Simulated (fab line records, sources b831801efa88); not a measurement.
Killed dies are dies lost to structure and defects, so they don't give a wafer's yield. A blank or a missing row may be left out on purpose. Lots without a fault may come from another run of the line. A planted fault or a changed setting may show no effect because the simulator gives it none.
One fault seen from 2 desks | flow gf180mcu | each desk has only its own numbers; what lay behind them comes last

THE TOOL OWNER'S DESK: rie_diel-04
The tool's own readings at GF_HV_LDD_ETCHBACK_58 (etches Si3N4 in CH3F/O2, stops on SiO2, time 100 s, target depth 90 nm): means of the sampled wafers that have a number, for each lot that ran on this tool. A lot is out of limits, marked OUT, if its mean lies more than 4 standard deviations from the usual mean; the brackets give that distance.
Columns: A = drypump_motor_current_A at GF_HV_LDD_ETCHBACK_58, usual 5.9 A; B = oes_product_au at GF_HV_LDD_ETCHBACK_58, usual 0.843 a.u.; C = rf_fwd_power_W at GF_HV_LDD_ETCHBACK_58, usual 397.7 W; D = throttle_valve_pct at GF_HV_LDD_ETCHBACK_58, usual 10.560 %
lot  | first seen here | A   | B     | C               | D
L326 | day 12 19:55    | 6.4 | 0.840 | 397.6           | 10.557
L328 | day 13 15:26    | 6.3 | 0.831 | 398.4           | 10.555
L333 | day 15 00:43    | 6.3 | 0.837 | 396.9           | 10.557
L338 | day 17 02:06    | 6.3 | 0.848 | 397.3           | 10.557
L340 | day 17 16:14    | 6.3 | 0.849 | 421.5 (+17) OUT | 10.564
L341 | day 18 00:02    | 6.3 | 0.843 | 419.6 (+16) OUT | 10.560
This desk's finding: out of limits on L340, L341; first on L340, day 17 16:14 (rf_fwd_power_W at GF_HV_LDD_ETCHBACK_58). In limits: L326, L328, L333, L338.

THE METROLOGY DESK
What the gauges read, lot by lot, whatever tool the lot ran on: means of the sampled wafers that have a number. A lot is out of limits, marked OUT, if its mean lies more than 4 standard deviations from the usual mean; the brackets give that distance.
Columns: A = POLY_GATE_OXIDATION_THK at GF_POLY_GATE_THK_MEAS_17, usual 4.00 nm; B = HV_LDD_4_TW at GF_HV_LDD_TW_MEAS_50, usual 573; C = NSD_OVL at GF_NSD_OVL_MEAS_08, usual 0.4 nm
lot  | first seen here | A    | B   | C
L325 | day 9 12:32     | 3.98 | 582 | 2.2
L326 | day 9 13:49     | 4.08 | 567 | 1.6
L327 | day 9 23:15     | 4.02 | 571 | 1.7
L328 | day 10 06:35    | 3.97 | 570 | 0.9
L331 | day 11 04:47    | 4.07 | 569 | 1.9
L333 | day 11 12:50    | 4.07 | 568 | 1.1
L334 | day 12 03:47    | 3.96 | 570 | -0.4
L336 | day 12 13:26    | 3.95 | 571 | -0.2
L338 | day 13 08:08    | 3.96 | 573 | -1.7
L339 | day 13 13:21    | 4.00 | 571 | 1.9
L340 | day 13 19:46    | 3.85 | 571 | -0.7
L341 | day 14 03:16    | 3.89 | 571 | -0.3
L344 | day 14 22:47    | 4.03 | 576 | 0.9
L345 | day 15 10:31    | 4.07 | 584 | -0.4
This desk's finding: nothing out of limits on any of the 14 lots.

PUT TOGETHER
The tool owner's desk could have raised an alarm at day 17 16:14, on L340, L341.
The metrology desk saw nothing out of limits.
The metrology desk has L340, L341 on record, within its limits.
Of the lots named, all ran GF_HV_LDD_ETCHBACK_58 on rie_diel-04.

WHAT THE SIMULATOR HAD PUT IN
Process parameter drift: rie_diel-04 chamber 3, from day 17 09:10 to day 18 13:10, at GF_HV_LDD_ETCHBACK_58. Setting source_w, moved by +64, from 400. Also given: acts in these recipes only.
Lots struck among those shown: L340, L341.
Hours from the fault's start to each desk's first reading out of limits: the tool owner's desk, 7.
